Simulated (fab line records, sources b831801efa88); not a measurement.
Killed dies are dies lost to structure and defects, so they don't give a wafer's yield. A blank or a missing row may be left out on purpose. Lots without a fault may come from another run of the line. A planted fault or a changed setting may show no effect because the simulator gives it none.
fab line records | flow sky130
record lots=13 wafers=39 last_day=50
route steps=708 shown NWELL@34 VT_ADJUST_PCH@151 RES_PROTECT@209 LI_CONTACT@363
lots that met no fault: from a run of the same line without faults
start_h: hours from the record's first day to the start of the lot's first wafer shown | wait_h: hours since the lot's step before | " the same as in the row above | L1.1+2: a row that stands for several wafers | - no value, or no start given | * or withheld: withheld | < > ~ a bound
route shown NAME@n: a module of which the file shows steps, and the number in the route of the first | usual: mean/standard deviation of fault-free wafers | same: alike in all rows | chamber/n: place in a boat | sites: the reading at each site | _std_site: their standard deviation | _edge_site: outer sites' mean less inner sites' | radius_mm: how far each site lies from the wafer's centre | mask NAME#n: copy n | behind: the tool/chamber that last shaped the wafer | hold: why the lot was held/for how many hours/how that ended | device: the transistor (n, p or np) that didn't switch | end of line: the same wafers' tests at the end of the route | a step without rows: its recipe alone | killed: dies lost to structure and defects at the first sort, not the wafer's yield | map: a wafer's dies, x killed, . not, _ none there
set.NAME: the setting as run; set.NAME@STEP: as run at that earlier step | model.NAME: the simulator's own value behind a step, which no gauge read
steps of the route over a sample of lots; a table a step, a row a wafer
services: from which hour (start_h, from the record's first day; less than 0 if before it) a tool's chamber was out of use, for how many hours, and why
## steps
# step SKY_NWELL_THK_MEAS_02
# recipe reads=SiO2_of_NWELL_OXIDATION_01
# usual NWELL_OXIDATION_THK=10.02/0.22
# columns lot.wafer tool chamber start_h wait_h NWELL_OXIDATION_THK[nm]
L495.3 film_metro-03 - 37.11 0.0 10.12
L495.5 " - " " 10.21
L495.6 " - " " 10.34
L496.2 film_metro-04 - 42.53 0.0 9.85
L496.3 " - " " 9.98
L496.4 " - " " 9.77
L497.2 film_metro-02 - 45.57 0.0 10.49
L497.3 " - " " 10.27
L497.6 " - " " 10.42
L498.1 film_metro-03 - 52.60 0.0 9.77
L498.4 " - " " 9.81
L498.6 " - " " 9.71
L499.2 film_metro-03 - 55.50 0.0 9.88
L499.5 " - " " 10.16
L499.6 " - " " 10.13
L502.1 film_metro-04 - 73.03 0.0 9.75
L502.4 " - " " 10.02
L502.5 " - " " 9.77
L504.1 film_metro-04 - 83.03 0.0 10.23
L504.5 " - " " 10.25
L504.6 " - " " 10.22
L505.1 film_metro-02 - 90.98 0.0 9.97
L505.3 " - " " 10.01
L505.5 " - " " 9.98
L507.1 film_metro-02 - 99.53 0.0 9.99
L507.2 " - " " 9.95
L507.6 " - " " 10.07
L508.3 film_metro-04 - 103.78 0.0 9.54
L508.4 " - " " 9.57
L508.6 " - " " 9.61
L516.1 film_metro-03 - 143.99 0.0 9.88
L516.4 " - " " 9.86
L516.6 " - " " 9.77
L517.3 film_metro-04 - 152.27 0.0 10.19
L517.4 " - " " 10.17
L517.5 " - " " 10.10
L518.1 film_metro-02 - 155.44 0.0 10.14
L518.3 " - " " 10.13
L518.5 " - " " 10.17
# step SKY_VT_ADJUST_PCH_IMPLANT_08
# recipe species=B energy_kev=10 dose_cm2=5e+11 tilt_deg=withheld
# usual beam_energy_keV=10.000/0.0031 beam_on_s=10.01/0.2 end_station_pressure_torr=4.97e-06/2.7e-07 faraday_current_uA=2.81/0.055
# same implant_ion_amu=11
# columns lot.wafer tool chamber start_h wait_h beam_energy_keV beam_on_s end_station_pressure_torr faraday_current_uA
L495.3 implanter-02 0 230.08 0.1 10.002 9.81 4.9e-06 2.88
L495.5 " 0 " " 10.004 9.87 5.5e-06 2.87
L495.6 " 0 " " 10.001 9.94 5.09e-06 2.83
L496.2 implanter-03 0 233.05 0.0 10.002 10.17 4.88e-06 2.77
L496.3 " 0 " " 9.998 9.94 5.23e-06 2.83
L496.4 " 0 " " 10.001 10.08 4.76e-06 2.80
L497.2 implanter-01 0 237.18 0.0 9.999 10.38 5.06e-06 2.71
L497.3 " 0 " " 10.002 10.10 4.92e-06 2.79
L497.6 " 0 " " 9.997 9.76 4.73e-06 2.89
L498.1 implanter-01 0 244.82 0.0 10.001 10.23 5.34e-06 2.76
L498.4 " 0 " " 10.008 10.04 4.82e-06 2.80
L498.6 " 0 " " 10.002 10.14 4.84e-06 2.79
L499.2 implanter-01 0 249.60 0.0 9.999 9.84 5.06e-06 2.85
L499.5 " 0 " " 10.001 10.29 5.01e-06 2.74
L499.6 " 0 " " 10.000 9.94 5.16e-06 2.84
L502.1 implanter-02 0 278.88 0.0 10.001 9.86 4.95e-06 2.85
L502.4 " 0 " " 9.995 10.19 5.13e-06 2.77
L502.5 " 0 " " 9.995 10.29 4.74e-06 2.75
L504.1 implanter-03 0 293.83 0.0 9.995 9.80 4.92e-06 2.87
L504.5 " 0 " " 10.003 9.99 4.94e-06 2.81
L504.6 " 0 " " 10.000 9.89 5.45e-06 2.84
L505.1 implanter-03 0 306.36 0.0 9.996 9.84 4.7e-06 2.87
L505.3 " 0 " " 9.997 10.27 4.56e-06 2.75
L505.5 " 0 " " 9.998 9.63 5.17e-06 2.92
L507.1 implanter-03 0 318.53 0.0 9.994 11.31 7.151e-05 2.42
L507.2 " 0 " " 10.005 10.93 6.508e-05 2.51
L507.6 " 0 " " 10.000 10.89 6.843e-05 2.51
L508.3 implanter-03 0 326.16 0.1 10.005 11.22 7.111e-05 2.45
L508.4 " 0 " " 10.000 11.19 6.954e-05 2.44
L508.6 " 0 " " 9.996 11.18 6.66e-05 2.43
L516.1 implanter-01 0 388.16 0.0 9.998 10.02 4.85e-06 2.81
L516.4 " 0 " " 9.995 10.33 4.67e-06 2.72
L516.6 " 0 " " 9.996 10.15 5.4e-06 2.78
L517.3 implanter-03 0 394.98 0.1 10.003 9.77 5.33e-06 2.87
L517.4 " 0 " " 10.005 9.98 5.28e-06 2.82
L517.5 " 0 " " 10.001 10.19 5.02e-06 2.76
L518.1 implanter-02 0 402.98 0.0 10.002 10.05 5.02e-06 2.80
L518.3 " 0 " " 9.999 9.77 4.59e-06 2.87
L518.5 " 0 " " 10.002 10.46 4.88e-06 2.69
# step SKY_RES_PROTECT_SOFTBAKE_03
# recipe temp_c=90 time_s=62.71 resist=NOVOLAK
# usual plate_sensor_t_centre_C=90.756/0.01 plate_sensor_t_edge_C=90.829/0.0089 resist_line_temp_C=23.01/0.11 softbake_temp_c=90.01/0.13
# columns lot.wafer tool chamber start_h wait_h plate_sensor_t_centre_C plate_sensor_t_edge_C resist_line_temp_C softbake_temp_c
L495.3 litho_track-01 0 327.85 0.1 90.725 90.83 23.06 90.07
L495.5 " 0 " " 90.766 90.837 23.07 90.07
L495.6 " 0 " " 90.757 90.844 23.05 90.00
L496.2 litho_track-01 0 329.72 0.1 90.744 90.827 22.97 90.03
L496.3 " 0 " " 90.761 90.824 22.91 89.94
L496.4 " 0 " " 90.751 90.825 22.93 90.01
L497.2 litho_track-04 0 338.90 0.1 90.777 90.824 23.20 89.74
L497.3 " 0 " " 90.748 90.823 23.12 89.83
L497.6 " 0 " " 90.754 90.813 23.11 89.87
L498.1 litho_track-03 0 348.04 0.1 90.764 90.827 22.99 89.80
L498.4 " 0 " " 90.769 90.844 22.96 89.79
L498.6 " 0 " " 90.761 90.824 22.82 89.92
L499.2 litho_track-03 0 353.61 0.1 90.750 90.834 23.20 90.10
L499.5 " 0 " " 90.776 90.812 22.92 90.02
L499.6 " 0 " " 90.750 90.843 23.02 89.93
L502.1 litho_track-04 0 381.32 0.1 90.765 90.816 22.98 89.99
L502.4 " 0 " " 90.741 90.829 22.99 89.86
L502.5 " 0 " " 90.757 90.833 23.01 89.97
L504.1 litho_track-03 0 403.39 0.1 90.752 90.832 23.11 90.30
L504.5 " 0 " " 90.753 90.83 23.12 89.96
L504.6 " 0 " " 90.761 90.832 23.02 89.96
L505.1 litho_track-01 0 415.09 0.1 90.748 90.826 23.15 90.17
L505.3 " 0 " " 90.762 90.824 23.04 90.19
L505.5 " 0 " " 90.754 90.833 23.16 90.01
L507.1 litho_track-04 0 430.02 0.1 90.750 90.827 22.79 90.19
L507.2 " 0 " " 90.760 90.825 22.89 90.21
L507.6 " 0 " " 90.750 90.824 23.01 90.14
L508.3 litho_track-04 0 441.17 0.1 90.749 90.828 22.86 90.14
L508.4 " 0 " " 90.746 90.828 22.91 90.02
L508.6 " 0 " " 90.746 90.843 22.74 90.07
L516.1 litho_track-04 0 506.12 0.1 90.749 90.827 23.05 90.09
L516.4 " 0 " " 90.742 90.842 23.03 90.10
L516.6 " 0 " " 90.747 90.836 23.22 90.17
L517.3 litho_track-01 0 512.39 0.1 90.760 90.83 22.79 90.01
L517.4 " 0 " " 90.756 90.833 22.94 90.11
L517.5 " 0 " " 90.754 90.813 22.85 90.22
L518.1 litho_track-04 0 521.22 0.1 90.770 90.83 23.05 90.05
L518.3 " 0 " " 90.748 90.847 23.18 90.00
L518.5 " 0 " " 90.761 90.831 22.94 90.16
# step SKY_LI_CONTACT_THK_MEAS_01
# recipe reads=PSG_of_LI_CONTACT_HDPCVD_00
# usual LI_CONTACT_HDPCVD_THK=928/9.6
# columns lot.wafer tool chamber start_h wait_h LI_CONTACT_HDPCVD_THK[nm]
L495.3 film_metro-01 - 646.53 0.1 930
L495.5 " - " " 944
L495.6 " - " " 924
L496.2 film_metro-04 - 652.07 0.1 919
L496.3 " - " " 928
L496.4 " - " " 917
L497.2 film_metro-04 - 658.76 0.1 919
L497.3 " - " " 930
L497.6 " - " " 914
L498.1 film_metro-04 - 667.97 0.1 932
L498.4 " - " " 928
L498.6 " - " " 929
L499.2 film_metro-04 - 682.56 0.1 933
L499.5 " - " " 928
L499.6 " - " " 930
L502.1 film_metro-02 - 705.02 0.1 921
L502.4 " - " " 929
L502.5 " - " " 917
L504.1 film_metro-01 - 726.76 0.1 899
L504.5 " - " " 924
L504.6 " - " " 925
L505.1 film_metro-02 - 735.86 0.1 924
L505.3 " - " " 923
L505.5 " - " " 913
L507.1 film_metro-02 - 747.62 0.1 926
L507.2 " - " " 919
L507.6 " - " " 928
L508.3 film_metro-01 - 755.78 0.1 935
L508.4 " - " " 931
L508.6 " - " " 937
L516.1 film_metro-04 - 813.51 0.1 928
L516.4 " - " " 941
L516.6 " - " " 926
L517.3 film_metro-01 - 820.33 0.1 911
L517.4 " - " " 923
L517.5 " - " " 930
L518.1 film_metro-01 - 826.21 0.1 915
L518.3 " - " " 919
L518.5 " - " " 925
## services
# columns tool chamber start_h hours kind
implanter-03 - 214.97 2.8 repair
implanter-03 - 229.22 2.8 repair
implanter-01 - 230.11 5.9 pm
implanter-01 - 271.46 4.7 repair
implanter-03 - 287.56 0.5 repair
implanter-02 - 292.84 2.2 repair
implanter-01 - 334.84 4.1 repair
implanter-02 - 341.40 0.9 repair
implanter-01 - 360.78 2.1 pm
implanter-02 - 394.73 6.7 pm
implanter-03 - 420.01 2.3 repair
implanter-01 - 456.49 6.4 repair
implanter-03 - 461.44 5.3 pm
implanter-02 - 510.49 1.0 repair
## key
first_sign step=SKY_VT_ADJUST_PCH_IMPLANT_08 reading=end_station_pressure_torr direction=up sigmas=99+ usual=4.97e-06 struck=6.871e-05
effect step=SKY_VT_ADJUST_PCH_IMPLANT_08 reading=faraday_current_uA direction=down sigmas=6.5 usual=2.81 struck=2.46
met_at SKY_VT_ADJUST_PCH_IMPLANT_08
struck_lots L507,L508
tester_left_out L507,L508
not_acting_at SKY_NWELL_THK_MEAS_02,SKY_RES_PROTECT_SOFTBAKE_03,SKY_LI_CONTACT_THK_MEAS_01
onset_between 306.36 318.53
fault kind=process_parameter_drift tool=implanter-03 chamber=- onset_h=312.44 steps=SKY_VT_ADJUST_PCH_IMPLANT_08 channel=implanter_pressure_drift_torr offset=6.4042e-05 shape=step end_h=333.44
fault kind=process_parameter_drift tool=implanter-03 chamber=- onset_h=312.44 steps=SKY_VT_ADJUST_PCH_IMPLANT_08 channel=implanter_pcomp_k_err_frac offset=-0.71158 shape=step end_h=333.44
# tester_left_out: of these lots the tester's yield and bins aren't shown, on N5 and GAA mostly nor the transistor test; their killed dies are dies lost to structure and defects alone, not to doping, threshold or leakage, so they don't give the yield
